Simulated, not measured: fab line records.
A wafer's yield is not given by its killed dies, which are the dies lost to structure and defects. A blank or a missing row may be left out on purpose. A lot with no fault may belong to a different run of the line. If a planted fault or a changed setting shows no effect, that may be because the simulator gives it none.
fab line records || flow sfqLine
[record] {"lots": 5, "wafers": 15, "lastDay": 86}
route steps=325 shown I5@235 C5@240
lots that met no fault: from a run of the same line without faults
startH: hours from the record's opening day to when the first of the lot's shown wafers began || waitH: hours from the lot's prior step to this one || " as in the row above || L1.1+2: one row covering several wafers at once || - no value, or no start given || * or withheld: withheld || < > ~ a bound
route shown NAME@n: a module of which the file shows steps, and the number in the route of the first || usual: mean/standard deviation taken from wafers without a fault || same: alike in all rows || chamber/n: place in a boat || sites: per-site readings || _std_site: their standard deviation || _edge_site: mean of outer sites minus mean of inner sites || radiusMm: how far each site lies from the wafer's centre || mask NAME#n: copy n || behind: tool/chamber where the wafer was last shaped || hold: cause of the lot's hold/its duration in hours/its outcome || device: the n, p or np transistor that did not switch || end of line: tests run on the same wafers once the route is complete || a step without rows: its recipe alone || killed: count of dies lost to structure and defects at first sort (not the wafer's yield) || map: shows each die of a wafer: x if killed, . if not, _ if none is there
set.NAME: the setting that was run; set.NAME@STEP: the one run at that earlier step || model.NAME: the simulator's own value behind a step, which no gauge read
certain route steps with their lots: each step a table, each wafer a row
services: when a tool's chamber went out of use (startH, in hours from the record's first day, below 0 if earlier), for how many hours, and the reason
[[steps]]
[step SFQ_I5_OVL_MEAS_936]
[usual] {"I5_OVL": "3/5"}
{"lot.wafer": "L158.1", "tool": "overlay-02", "chamber": "-", "startH": 1364.74, "waitH": 0.1, "I5_OVL[nm]": 9}
{"lot.wafer": "L158.3", "tool": "overlay-02", "chamber": "-", "startH": 1364.74, "waitH": 0.1, "I5_OVL[nm]": 3}
{"lot.wafer": "L158.6", "tool": "overlay-02", "chamber": "-", "startH": 1364.74, "waitH": 0.1, "I5_OVL[nm]": -4}
{"lot.wafer": "L167.4", "tool": "overlay-02", "chamber": "-", "startH": 1642.58, "waitH": 0.1, "I5_OVL[nm]": 0}
{"lot.wafer": "L167.5", "tool": "overlay-02", "chamber": "-", "startH": 1642.58, "waitH": 0.1, "I5_OVL[nm]": 2}
{"lot.wafer": "L167.6", "tool": "overlay-02", "chamber": "-", "startH": 1642.58, "waitH": 0.1, "I5_OVL[nm]": 2}
{"lot.wafer": "L177.1", "tool": "overlay-02", "chamber": "-", "startH": 1828.53, "waitH": 0.1, "I5_OVL[nm]": 10}
{"lot.wafer": "L177.3", "tool": "overlay-02", "chamber": "-", "startH": 1828.53, "waitH": 0.1, "I5_OVL[nm]": 13}
{"lot.wafer": "L177.4", "tool": "overlay-02", "chamber": "-", "startH": 1828.53, "waitH": 0.1, "I5_OVL[nm]": 13}
{"lot.wafer": "L180.1", "tool": "overlay-01", "chamber": "-", "startH": 1840.53, "waitH": 0.1, "I5_OVL[nm]": -3}
{"lot.wafer": "L180.2", "tool": "overlay-01", "chamber": "-", "startH": 1840.53, "waitH": 0.1, "I5_OVL[nm]": -2}
{"lot.wafer": "L180.4", "tool": "overlay-01", "chamber": "-", "startH": 1840.53, "waitH": 0.1, "I5_OVL[nm]": 2}
{"lot.wafer": "L181.1", "tool": "overlay-01", "chamber": "-", "startH": 1841.73, "waitH": 0.1, "I5_OVL[nm]": 1}
{"lot.wafer": "L181.2", "tool": "overlay-01", "chamber": "-", "startH": 1841.73, "waitH": 0.1, "I5_OVL[nm]": 2}
{"lot.wafer": "L181.3", "tool": "overlay-01", "chamber": "-", "startH": 1841.73, "waitH": 0.1, "I5_OVL[nm]": 3}
[step SFQ_TRILAYER_I5_BARC_OPEN_VIA_ETCH_200]
[recipe] {"maskMaterial": "PR", "chemistry": "O2", "targetDepthNm": 125, "target": "BARC", "sourceW": 500, "biasW": 80, "pressureMtorr": 30, "timeS": 41.7}
[usual] {"biasW": "80.03/0.25", "drypumpMotorCurrentA": "5.8/0.45", "oesProductAu": "0.685/0.0048", "rfFwdPowerW": "495.5/2.1"}
{"lot.wafer": "L158.1", "tool": "rieDiel-04", "chamber": 3, "startH": 1364.78, "waitH": 0.0, "biasW": 80.32, "drypumpMotorCurrentA": 5.9, "oesProductAu": 0.683, "rfFwdPowerW": 498.9, "rfHoursCounterH": 17}
{"lot.wafer": "L158.3", "tool": "rieDiel-04", "chamber": 0, "startH": 1364.78, "waitH": 0.0, "biasW": 79.98, "drypumpMotorCurrentA": 6.2, "oesProductAu": 0.687, "rfFwdPowerW": 495.8, "rfHoursCounterH": 10}
{"lot.wafer": "L158.6", "tool": "rieDiel-04", "chamber": 3, "startH": 1364.78, "waitH": 0.0, "biasW": 79.99, "drypumpMotorCurrentA": 5.9, "oesProductAu": 0.676, "rfFwdPowerW": 497.3, "rfHoursCounterH": "-"}
{"lot.wafer": "L167.4", "tool": "rieDiel-03", "chamber": 2, "startH": 1642.60, "waitH": 0.0, "biasW": 79.69, "drypumpMotorCurrentA": 5.8, "oesProductAu": 0.681, "rfFwdPowerW": 496.9, "rfHoursCounterH": 12}
{"lot.wafer": "L167.5", "tool": "rieDiel-03", "chamber": 3, "startH": 1642.60, "waitH": 0.0, "biasW": 80.24, "drypumpMotorCurrentA": 6.3, "oesProductAu": 0.680, "rfFwdPowerW": 495.7, "rfHoursCounterH": "-"}
{"lot.wafer": "L167.6", "tool": "rieDiel-03", "chamber": 0, "startH": 1642.60, "waitH": 0.0, "biasW": 79.70, "drypumpMotorCurrentA": 6.1, "oesProductAu": 0.685, "rfFwdPowerW": 497.5, "rfHoursCounterH": "-"}
{"lot.wafer": "L177.1", "tool": "rieDiel-04", "chamber": 0, "startH": 1828.57, "waitH": 0.0, "biasW": 80.31, "drypumpMotorCurrentA": 6.2, "oesProductAu": 0.675, "rfFwdPowerW": 496.6, "rfHoursCounterH": 15}
{"lot.wafer": "L177.3", "tool": "rieDiel-04", "chamber": 2, "startH": 1828.57, "waitH": 0.0, "biasW": 79.78, "drypumpMotorCurrentA": 5.9, "oesProductAu": 0.690, "rfFwdPowerW": 499.1, "rfHoursCounterH": 21}
{"lot.wafer": "L177.4", "tool": "rieDiel-04", "chamber": 0, "startH": 1828.57, "waitH": 0.0, "biasW": 80.20, "drypumpMotorCurrentA": 6.2, "oesProductAu": 0.686, "rfFwdPowerW": 496.8, "rfHoursCounterH": "-"}
{"lot.wafer": "L180.1", "tool": "rieDiel-02", "chamber": 2, "startH": 1840.57, "waitH": 0.0, "biasW": 80.23, "drypumpMotorCurrentA": 5.0, "oesProductAu": 0.690, "rfFwdPowerW": 494.1, "rfHoursCounterH": 17}
{"lot.wafer": "L180.2", "tool": "rieDiel-02", "chamber": 0, "startH": 1840.57, "waitH": 0.0, "biasW": 79.71, "drypumpMotorCurrentA": 5.9, "oesProductAu": 0.678, "rfFwdPowerW": 494.1, "rfHoursCounterH": 18}
{"lot.wafer": "L180.4", "tool": "rieDiel-02", "chamber": 1, "startH": 1840.57, "waitH": 0.0, "biasW": 79.86, "drypumpMotorCurrentA": 6.4, "oesProductAu": 0.682, "rfFwdPowerW": 498.7, "rfHoursCounterH": 2}
{"lot.wafer": "L181.1", "tool": "rieDiel-04", "chamber": 3, "startH": 1841.77, "waitH": 0.0, "biasW": 80.10, "drypumpMotorCurrentA": 5.9, "oesProductAu": 0.686, "rfFwdPowerW": 497.5, "rfHoursCounterH": 0}
{"lot.wafer": "L181.2", "tool": "rieDiel-04", "chamber": 0, "startH": 1841.77, "waitH": 0.0, "biasW": 80.08, "drypumpMotorCurrentA": 6.2, "oesProductAu": 0.685, "rfFwdPowerW": 496.3, "rfHoursCounterH": 15}
{"lot.wafer": "L181.3", "tool": "rieDiel-04", "chamber": 1, "startH": 1841.77, "waitH": 0.0, "biasW": 79.96, "drypumpMotorCurrentA": 5.4, "oesProductAu": 0.686, "rfFwdPowerW": 494.2, "rfHoursCounterH": 19}
[step SFQ_TRILAYER_I5_ETCH_VIA_ETCH_147]
[recipe] {"stopOn": "Nb", "maskMaterial": "PR", "chemistry": "CHF3", "targetDepthNm": 360, "sourceW": 500, "biasW": 80, "pressureMtorr": 30, "timeS": "withheld"}
[usual] {"biasW": "80.01/0.23", "drypumpMotorCurrentA": "5.8/0.45", "oesProductAu": "0.988/0.0059", "rfFwdPowerW": "498.6/1.5"}
{"lot.wafer": "L158.1", "tool": "rieDiel-04", "chamber": 3, "startH": 1364.82, "waitH": 0.0, "biasW": 79.93, "drypumpMotorCurrentA": 5.9, "oesProductAu": 0.990, "rfFwdPowerW": 500.9}
{"lot.wafer": "L158.3", "tool": "rieDiel-04", "chamber": 0, "startH": 1364.82, "waitH": 0.0, "biasW": 80.18, "drypumpMotorCurrentA": 6.2, "oesProductAu": 0.988, "rfFwdPowerW": 500.2}
{"lot.wafer": "L158.6", "tool": "rieDiel-04", "chamber": 3, "startH": 1364.82, "waitH": 0.0, "biasW": 79.95, "drypumpMotorCurrentA": 5.9, "oesProductAu": 0.992, "rfFwdPowerW": 498.9}
{"lot.wafer": "L167.4", "tool": "rieDiel-03", "chamber": 2, "startH": 1642.64, "waitH": 0.0, "biasW": 79.35, "drypumpMotorCurrentA": 5.8, "oesProductAu": 0.991, "rfFwdPowerW": 499.6}
{"lot.wafer": "L167.5", "tool": "rieDiel-03", "chamber": 3, "startH": 1642.64, "waitH": 0.0, "biasW": 79.69, "drypumpMotorCurrentA": 6.3, "oesProductAu": 0.994, "rfFwdPowerW": 499.3}
{"lot.wafer": "L167.6", "tool": "rieDiel-03", "chamber": 0, "startH": 1642.64, "waitH": 0.0, "biasW": 80.04, "drypumpMotorCurrentA": 6.0, "oesProductAu": 0.993, "rfFwdPowerW": 500.4}
{"lot.wafer": "L177.1", "tool": "rieDiel-04", "chamber": 0, "startH": 1828.61, "waitH": 0.0, "biasW": 80.20, "drypumpMotorCurrentA": 6.2, "oesProductAu": 0.989, "rfFwdPowerW": 498.5}
{"lot.wafer": "L177.3", "tool": "rieDiel-04", "chamber": 2, "startH": 1828.61, "waitH": 0.0, "biasW": 80.19, "drypumpMotorCurrentA": 5.9, "oesProductAu": 1.001, "rfFwdPowerW": 500.1}
{"lot.wafer": "L177.4", "tool": "rieDiel-04", "chamber": 0, "startH": 1828.61, "waitH": 0.0, "biasW": 80.14, "drypumpMotorCurrentA": 6.2, "oesProductAu": 0.984, "rfFwdPowerW": 500.6}
{"lot.wafer": "L180.1", "tool": "rieDiel-02", "chamber": 2, "startH": 1840.61, "waitH": 0.0, "biasW": 79.96, "drypumpMotorCurrentA": 5.0, "oesProductAu": 0.979, "rfFwdPowerW": 500.6}
{"lot.wafer": "L180.2", "tool": "rieDiel-02", "chamber": 0, "startH": 1840.61, "waitH": 0.0, "biasW": 80.14, "drypumpMotorCurrentA": 5.9, "oesProductAu": 0.996, "rfFwdPowerW": 497.0}
{"lot.wafer": "L180.4", "tool": "rieDiel-02", "chamber": 1, "startH": 1840.61, "waitH": 0.0, "biasW": 79.99, "drypumpMotorCurrentA": 6.4, "oesProductAu": 0.991, "rfFwdPowerW": 499.9}
{"lot.wafer": "L181.1", "tool": "rieDiel-04", "chamber": 3, "startH": 1841.81, "waitH": 0.0, "biasW": 79.94, "drypumpMotorCurrentA": 5.9, "oesProductAu": 0.975, "rfFwdPowerW": 497.5}
{"lot.wafer": "L181.2", "tool": "rieDiel-04", "chamber": 0, "startH": 1841.81, "waitH": 0.0, "biasW": 79.90, "drypumpMotorCurrentA": 6.2, "oesProductAu": 0.993, "rfFwdPowerW": 498.7}
{"lot.wafer": "L181.3", "tool": "rieDiel-04", "chamber": 1, "startH": 1841.81, "waitH": 0.0, "biasW": 79.87, "drypumpMotorCurrentA": 5.5, "oesProductAu": 0.995, "rfFwdPowerW": 498.4}
[step SFQ_TRILAYER_I5_STRIP_STRIP_148]
[recipe] {"gas": "O2", "powerW": 200, "platenTempC": 40, "overashFraction": 0.65, "chemistry": "O2", "pressureMtorr": 50}
[usual] {"drypumpMotorCurrentA": "5.9/0.56", "oesProductAu": "1.001/0.0074"}
{"lot.wafer": "L158.1", "tool": "rieMetal-03", "chamber": 1, "startH": 1364.97, "waitH": "-", "drypumpMotorCurrentA": 6.1, "oesProductAu": 0.988, "rfHoursCounterH": 135}
{"lot.wafer": "L158.3", "tool": "rieMetal-03", "chamber": 1, "startH": 1364.97, "waitH": "-", "drypumpMotorCurrentA": 6.1, "oesProductAu": 0.993, "rfHoursCounterH": "-"}
{"lot.wafer": "L158.6", "tool": "rieMetal-03", "chamber": 0, "startH": 1364.97, "waitH": "-", "drypumpMotorCurrentA": 6.6, "oesProductAu": 0.989, "rfHoursCounterH": "-"}
{"lot.wafer": "L167.4", "tool": "rieMetal-01", "chamber": 1, "startH": 1642.99, "waitH": "-", "drypumpMotorCurrentA": 6.2, "oesProductAu": 0.998, "rfHoursCounterH": "-"}
{"lot.wafer": "L167.5", "tool": "rieMetal-01", "chamber": 0, "startH": 1642.99, "waitH": "-", "drypumpMotorCurrentA": 5.3, "oesProductAu": 1.011, "rfHoursCounterH": "-"}
{"lot.wafer": "L167.6", "tool": "rieMetal-01", "chamber": 1, "startH": 1642.99, "waitH": "-", "drypumpMotorCurrentA": 6.2, "oesProductAu": 0.999, "rfHoursCounterH": "-"}
{"lot.wafer": "L177.1", "tool": "rieMetal-01", "chamber": 1, "startH": 1828.76, "waitH": "-", "drypumpMotorCurrentA": 6.2, "oesProductAu": 1.010, "rfHoursCounterH": 96}
{"lot.wafer": "L177.3", "tool": "rieMetal-01", "chamber": 0, "startH": 1828.76, "waitH": "-", "drypumpMotorCurrentA": 5.3, "oesProductAu": 1.005, "rfHoursCounterH": "-"}
{"lot.wafer": "L177.4", "tool": "rieMetal-01", "chamber": 1, "startH": 1828.76, "waitH": "-", "drypumpMotorCurrentA": 6.2, "oesProductAu": 1.011, "rfHoursCounterH": "-"}
{"lot.wafer": "L180.1", "tool": "rieMetal-04", "chamber": 0, "startH": 1840.76, "waitH": "-", "drypumpMotorCurrentA": 4.8, "oesProductAu": 1.008, "rfHoursCounterH": 119}
{"lot.wafer": "L180.2", "tool": "rieMetal-04", "chamber": 1, "startH": 1840.76, "waitH": "-", "drypumpMotorCurrentA": 5.8, "oesProductAu": 0.993, "rfHoursCounterH": 106}
{"lot.wafer": "L180.4", "tool": "rieMetal-04", "chamber": 0, "startH": 1840.76, "waitH": "-", "drypumpMotorCurrentA": 4.8, "oesProductAu": 0.989, "rfHoursCounterH": "-"}
{"lot.wafer": "L181.1", "tool": "rieMetal-01", "chamber": 0, "startH": 1841.96, "waitH": "-", "drypumpMotorCurrentA": 5.3, "oesProductAu": 1.003, "rfHoursCounterH": 4}
{"lot.wafer": "L181.2", "tool": "rieMetal-01", "chamber": 1, "startH": 1841.96, "waitH": "-", "drypumpMotorCurrentA": 6.2, "oesProductAu": 1.014, "rfHoursCounterH": 98}
{"lot.wafer": "L181.3", "tool": "rieMetal-01", "chamber": 1, "startH": 1841.96, "waitH": "-", "drypumpMotorCurrentA": 6.2, "oesProductAu": 1.009, "rfHoursCounterH": "-"}
[step SFQ_TRILAYER_I5_STRIP_SOLV_CLEAN_149]
[recipe] {"chemistry": "NMP", "tempC": 70, "timeS": 600}
[step SFQ_TRILAYER_C5_LITHO_COAT_156]
[recipe] {"resist": "BARC", "spinRpm": 3000, "resistThkNm": 62}
[step SFQ_TRILAYER_C5_LITHO_COAT_151]
[recipe] {"resist": "KrF", "spinRpm": 3000, "resistThkNm": 650}
[step SFQ_TRILAYER_C5_LITHO_SOFTBAKE_155]
[recipe] {"tempC": "withheld", "timeS": "withheld", "resist": "KrF"}
[step SFQ_TRILAYER_C5_LITHO_EXPOSE_152]
[recipe] {"maskId": "C5", "na": 0.6, "sourceShape": "conventional", "sigmaOuter": 0.65, "targetCdNm": 500, "doseMj": 21.3}
[step SFQ_TRILAYER_C5_LITHO_PEB_154]
[recipe] {"pebTempC": 115, "pebTimeS": 60, "resist": "KrF"}
[step SFQ_TRILAYER_C5_LITHO_DEVELOP_153]
[recipe] {"timeS": 60, "resist": "KrF"}
[step SFQ_C5_OVL_MEAS_937]
[usual] {"C5_OVL": "1/5.2"}
{"lot.wafer": "L158.1", "tool": "overlay-02", "chamber": "-", "startH": 1485.78, "waitH": 0.1, "C5_OVL[nm]": 7}
{"lot.wafer": "L158.3", "tool": "overlay-02", "chamber": "-", "startH": 1485.78, "waitH": 0.1, "C5_OVL[nm]": 2}
{"lot.wafer": "L158.6", "tool": "overlay-02", "chamber": "-", "startH": 1485.78, "waitH": 0.1, "C5_OVL[nm]": 4}
{"lot.wafer": "L167.4", "tool": "overlay-02", "chamber": "-", "startH": 1762.42, "waitH": 0.1, "C5_OVL[nm]": 8}
{"lot.wafer": "L167.5", "tool": "overlay-02", "chamber": "-", "startH": 1762.42, "waitH": 0.1, "C5_OVL[nm]": 5}
{"lot.wafer": "L167.6", "tool": "overlay-02", "chamber": "-", "startH": 1762.42, "waitH": 0.1, "C5_OVL[nm]": 10}
{"lot.wafer": "L177.1", "tool": "overlay-02", "chamber": "-", "startH": 1832.17, "waitH": 0.1, "C5_OVL[nm]": -5}
{"lot.wafer": "L177.3", "tool": "overlay-02", "chamber": "-", "startH": 1832.17, "waitH": 0.1, "C5_OVL[nm]": -11}
{"lot.wafer": "L177.4", "tool": "overlay-02", "chamber": "-", "startH": 1832.17, "waitH": 0.1, "C5_OVL[nm]": -7}
{"lot.wafer": "L180.1", "tool": "overlay-02", "chamber": "-", "startH": 1844.74, "waitH": 0.1, "C5_OVL[nm]": 1}
{"lot.wafer": "L180.2", "tool": "overlay-02", "chamber": "-", "startH": 1844.74, "waitH": 0.1, "C5_OVL[nm]": -12}
{"lot.wafer": "L180.4", "tool": "overlay-02", "chamber": "-", "startH": 1844.74, "waitH": 0.1, "C5_OVL[nm]": -9}
{"lot.wafer": "L181.1", "tool": "overlay-02", "chamber": "-", "startH": 1847.14, "waitH": 0.1, "C5_OVL[nm]": -3}
{"lot.wafer": "L181.2", "tool": "overlay-02", "chamber": "-", "startH": 1847.14, "waitH": 0.1, "C5_OVL[nm]": 0}
{"lot.wafer": "L181.3", "tool": "overlay-02", "chamber": "-", "startH": 1847.14, "waitH": 0.1, "C5_OVL[nm]": 2}
[step SFQ_TRILAYER_C5_BARC_OPEN_VIA_ETCH_210]
[recipe] {"maskMaterial": "PR", "chemistry": "O2", "targetDepthNm": 125, "target": "BARC", "sourceW": 500, "biasW": 80, "pressureMtorr": 30, "timeS": 40.57}
[usual] {"biasW": "80.02/0.24", "drypumpMotorCurrentA": "6.0/0.42", "oesProductAu": "0.693/0.0044", "rfFwdPowerW": "494.1/2.5"}
{"lot.wafer": "L158.1", "tool": "rieDiel-03", "chamber": 1, "startH": 1485.82, "waitH": 0.0, "biasW": 80.10, "drypumpMotorCurrentA": 6.2, "oesProductAu": 0.688, "rfFwdPowerW": 491.2, "rfHoursCounterH": 18}
{"lot.wafer": "L158.3", "tool": "rieDiel-03", "chamber": 2, "startH": 1485.82, "waitH": 0.0, "biasW": 79.93, "drypumpMotorCurrentA": 5.8, "oesProductAu": 0.690, "rfFwdPowerW": 493.1, "rfHoursCounterH": 11}
{"lot.wafer": "L158.6", "tool": "rieDiel-03", "chamber": 0, "startH": 1485.82, "waitH": 0.0, "biasW": 79.97, "drypumpMotorCurrentA": 6.1, "oesProductAu": 0.690, "rfFwdPowerW": 497.3, "rfHoursCounterH": "-"}
{"lot.wafer": "L167.4", "tool": "rieDiel-02", "chamber": 2, "startH": 1762.44, "waitH": 0.0, "biasW": 80.27, "drypumpMotorCurrentA": 5.0, "oesProductAu": 0.690, "rfFwdPowerW": 494.0, "rfHoursCounterH": 17}
{"lot.wafer": "L167.5", "tool": "rieDiel-02", "chamber": 3, "startH": 1762.44, "waitH": 0.0, "biasW": 80.08, "drypumpMotorCurrentA": 5.6, "oesProductAu": 0.699, "rfFwdPowerW": 494.4, "rfHoursCounterH": "-"}
{"lot.wafer": "L167.6", "tool": "rieDiel-02", "chamber": 2, "startH": 1762.44, "waitH": 0.0, "biasW": 79.99, "drypumpMotorCurrentA": 5.0, "oesProductAu": 0.695, "rfFwdPowerW": 494.9, "rfHoursCounterH": "-"}
{"lot.wafer": "L177.1", "tool": "rieDiel-03", "chamber": 2, "startH": 1832.20, "waitH": 0.0, "biasW": 79.81, "drypumpMotorCurrentA": 5.8, "oesProductAu": 0.691, "rfFwdPowerW": 496.9, "rfHoursCounterH": 13}
{"lot.wafer": "L177.3", "tool": "rieDiel-03", "chamber": 0, "startH": 1832.20, "waitH": 0.0, "biasW": 80.11, "drypumpMotorCurrentA": 6.1, "oesProductAu": 0.698, "rfFwdPowerW": 496.4, "rfHoursCounterH": 1}
{"lot.wafer": "L177.4", "tool": "rieDiel-03", "chamber": 1, "startH": 1832.20, "waitH": 0.0, "biasW": 83.34, "drypumpMotorCurrentA": 6.2, "oesProductAu": 0.696, "rfFwdPowerW": 490.3, "rfHoursCounterH": 1}
{"lot.wafer": "L180.1", "tool": "rieDiel-02", "chamber": 2, "startH": 1844.77, "waitH": 0.0, "biasW": 80.06, "drypumpMotorCurrentA": 5.0, "oesProductAu": 0.690, "rfFwdPowerW": 497.2, "rfHoursCounterH": 18}
{"lot.wafer": "L180.2", "tool": "rieDiel-02", "chamber": 1, "startH": 1844.77, "waitH": 0.0, "biasW": 79.62, "drypumpMotorCurrentA": 6.4, "oesProductAu": 0.687, "rfFwdPowerW": 498.4, "rfHoursCounterH": 2}
{"lot.wafer": "L180.4", "tool": "rieDiel-02", "chamber": 0, "startH": 1844.77, "waitH": 0.0, "biasW": 79.60, "drypumpMotorCurrentA": 5.9, "oesProductAu": 0.696, "rfFwdPowerW": 490.8, "rfHoursCounterH": 18}
{"lot.wafer": "L181.1", "tool": "rieDiel-01", "chamber": 2, "startH": 1847.17, "waitH": 0.0, "biasW": 79.95, "drypumpMotorCurrentA": 5.5, "oesProductAu": 0.688, "rfFwdPowerW": 492.7, "rfHoursCounterH": 14}
{"lot.wafer": "L181.2", "tool": "rieDiel-01", "chamber": 1, "startH": 1847.17, "waitH": 0.0, "biasW": 79.95, "drypumpMotorCurrentA": 6.3, "oesProductAu": 0.696, "rfFwdPowerW": 496.0, "rfHoursCounterH": 2}
{"lot.wafer": "L181.3", "tool": "rieDiel-01", "chamber": 3, "startH": 1847.17, "waitH": 0.0, "biasW": 80.14, "drypumpMotorCurrentA": 5.9, "oesProductAu": 0.691, "rfFwdPowerW": 492.3, "rfHoursCounterH": 0}
[step SFQ_TRILAYER_C5_ETCH_VIA_ETCH_154]
[recipe] {"target": "SiO2", "maskMaterial": "PR", "chemistry": "CHF3", "targetDepthNm": 84, "sourceW": 500, "biasW": 80, "pressureMtorr": 30, "timeS": "withheld", "stopOn": "Nb"}
[usual] {"biasW": "79.99/0.26", "drypumpMotorCurrentA": "6.0/0.41", "oesProductAu": "0.895/0.0087", "rfFwdPowerW": "495.2/2.3"}
{"lot.wafer": "L158.1", "tool": "rieDiel-03", "chamber": 1, "startH": 1485.86, "waitH": 0.0, "biasW": 79.78, "drypumpMotorCurrentA": 6.2, "oesProductAu": 0.885, "rfFwdPowerW": 490.5}
{"lot.wafer": "L158.3", "tool": "rieDiel-03", "chamber": 2, "startH": 1485.86, "waitH": 0.0, "biasW": 80.07, "drypumpMotorCurrentA": 5.8, "oesProductAu": 0.882, "rfFwdPowerW": 495.4}
{"lot.wafer": "L158.6", "tool": "rieDiel-03", "chamber": 0, "startH": 1485.86, "waitH": 0.0, "biasW": 79.94, "drypumpMotorCurrentA": 6.1, "oesProductAu": 0.904, "rfFwdPowerW": 493.9}
{"lot.wafer": "L167.4", "tool": "rieDiel-02", "chamber": 2, "startH": 1762.48, "waitH": 0.0, "biasW": 79.80, "drypumpMotorCurrentA": 5.0, "oesProductAu": 0.899, "rfFwdPowerW": 500.0}
{"lot.wafer": "L167.5", "tool": "rieDiel-02", "chamber": 3, "startH": 1762.48, "waitH": 0.0, "biasW": 79.66, "drypumpMotorCurrentA": 5.6, "oesProductAu": 0.906, "rfFwdPowerW": 498.2}
{"lot.wafer": "L167.6", "tool": "rieDiel-02", "chamber": 2, "startH": 1762.48, "waitH": 0.0, "biasW": 80.05, "drypumpMotorCurrentA": 5.0, "oesProductAu": 0.910, "rfFwdPowerW": 497.9}
{"lot.wafer": "L177.1", "tool": "rieDiel-03", "chamber": 2, "startH": 1832.24, "waitH": 0.0, "biasW": 80.17, "drypumpMotorCurrentA": 5.9, "oesProductAu": 0.893, "rfFwdPowerW": 499.5}
{"lot.wafer": "L177.3", "tool": "rieDiel-03", "chamber": 0, "startH": 1832.24, "waitH": 0.0, "biasW": 79.75, "drypumpMotorCurrentA": 6.1, "oesProductAu": 0.901, "rfFwdPowerW": 494.1}
{"lot.wafer": "L177.4", "tool": "rieDiel-03", "chamber": 1, "startH": 1832.24, "waitH": 0.0, "biasW": 80.39, "drypumpMotorCurrentA": 6.2, "oesProductAu": 0.901, "rfFwdPowerW": 492.7}
{"lot.wafer": "L180.1", "tool": "rieDiel-02", "chamber": 2, "startH": 1844.81, "waitH": 0.0, "biasW": 80.25, "drypumpMotorCurrentA": 5.0, "oesProductAu": 0.894, "rfFwdPowerW": 494.9}
{"lot.wafer": "L180.2", "tool": "rieDiel-02", "chamber": 1, "startH": 1844.81, "waitH": 0.0, "biasW": 79.80, "drypumpMotorCurrentA": 6.4, "oesProductAu": 0.900, "rfFwdPowerW": 497.2}
{"lot.wafer": "L180.4", "tool": "rieDiel-02", "chamber": 0, "startH": 1844.81, "waitH": 0.0, "biasW": 80.13, "drypumpMotorCurrentA": 5.9, "oesProductAu": 0.907, "rfFwdPowerW": 493.8}
{"lot.wafer": "L181.1", "tool": "rieDiel-01", "chamber": 2, "startH": 1847.21, "waitH": 0.0, "biasW": 79.92, "drypumpMotorCurrentA": 5.5, "oesProductAu": 0.882, "rfFwdPowerW": 493.3}
{"lot.wafer": "L181.2", "tool": "rieDiel-01", "chamber": 1, "startH": 1847.21, "waitH": 0.0, "biasW": 79.66, "drypumpMotorCurrentA": 6.4, "oesProductAu": 0.880, "rfFwdPowerW": 497.7}
{"lot.wafer": "L181.3", "tool": "rieDiel-01", "chamber": 3, "startH": 1847.21, "waitH": 0.0, "biasW": 79.91, "drypumpMotorCurrentA": 5.8, "oesProductAu": 0.879, "rfFwdPowerW": 494.3}
[[services]]
{"tool": "rieDiel-02", "chamber": 2, "startH": 1349.50, "hours": 15.2, "kind": "repair"}
{"tool": "rieDiel-04", "chamber": 1, "startH": 1369.69, "hours": 26.4, "kind": "repair"}
{"tool": "rieDiel-03", "chamber": 0, "startH": 1375.03, "hours": 11.3, "kind": "repair"}
{"tool": "rieDiel-03", "chamber": 1, "startH": 1376.75, "hours": 3.2, "kind": "repair"}
{"tool": "rieDiel-04", "chamber": "-", "startH": 1377.93, "hours": 28.1, "kind": "pm"}
{"tool": "rieDiel-02", "chamber": 2, "startH": 1421.72, "hours": 1.4, "kind": "repair"}
{"tool": "rieMetal-01", "chamber": "-", "startH": 1449.10, "hours": 0.9, "kind": "repair"}
{"tool": "rieDiel-04", "chamber": 2, "startH": 1453.19, "hours": 10.9, "kind": "repair"}
{"tool": "rieDiel-02", "chamber": "-", "startH": 1468.94, "hours": 2.8, "kind": "pm"}
{"tool": "rieMetal-01", "chamber": "-", "startH": 1489.10, "hours": 10.0, "kind": "pm"}
{"tool": "rieDiel-02", "chamber": 2, "startH": 1498.59, "hours": 1.7, "kind": "repair"}
{"tool": "rieDiel-03", "chamber": 2, "startH": 1537.57, "hours": 15.6, "kind": "repair"}
{"tool": "rieDiel-03", "chamber": "-", "startH": 1562.68, "hours": 2.8, "kind": "pm"}
{"tool": "rieDiel-02", "chamber": 0, "startH": 1603.61, "hours": 1.9, "kind": "repair"}
{"tool": "rieDiel-03", "chamber": "-", "startH": 1626.11, "hours": 1.5, "kind": "repair"}
{"tool": "rieDiel-04", "chamber": "-", "startH": 1638.02, "hours": 0.4, "kind": "repair"}
{"tool": "rieDiel-02", "chamber": 0, "startH": 1652.79, "hours": 9.0, "kind": "repair"}
{"tool": "rieDiel-03", "chamber": 2, "startH": 1675.85, "hours": 2.4, "kind": "repair"}
{"tool": "rieDiel-02", "chamber": 0, "startH": 1679.32, "hours": 3.7, "kind": "repair"}
{"tool": "rieDiel-03", "chamber": 2, "startH": 1711.06, "hours": 15.9, "kind": "repair"}
{"tool": "rieDiel-04", "chamber": 0, "startH": 1760.80, "hours": 7.6, "kind": "repair"}
{"tool": "rieDiel-04", "chamber": 0, "startH": 1785.44, "hours": 4.1, "kind": "repair"}
{"tool": "rieDiel-04", "chamber": "-", "startH": 1797.03, "hours": 2.8, "kind": "pm"}
{"tool": "rieDiel-04", "chamber": 0, "startH": 1811.80, "hours": 15.2, "kind": "repair"}
[[key]]
[firstSign] {"step": "SFQ_TRILAYER_C5_BARC_OPEN_VIA_ETCH_210", "reading": "biasW", "direction": "up", "sigmas": 14, "usual": 80.02, "struck": 83.34}
effect none on later readings
metAt SFQ_TRILAYER_C5_BARC_OPEN_VIA_ETCH_210
struckWafers L177.4
onsetBetween 1485.82 1832.20
[fault] {"kind": "processParameterDrift", "tool": "rieDiel-03", "chamber": 1, "onsetH": 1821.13, "steps": "SFQ_TRILAYER_C5_BARC_OPEN_VIA_ETCH_210", "channel": "biasW", "offset": 3.3406, "shape": "step", "endH": 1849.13, "actsIn": "theseRecipesOnly", "stated": 80}
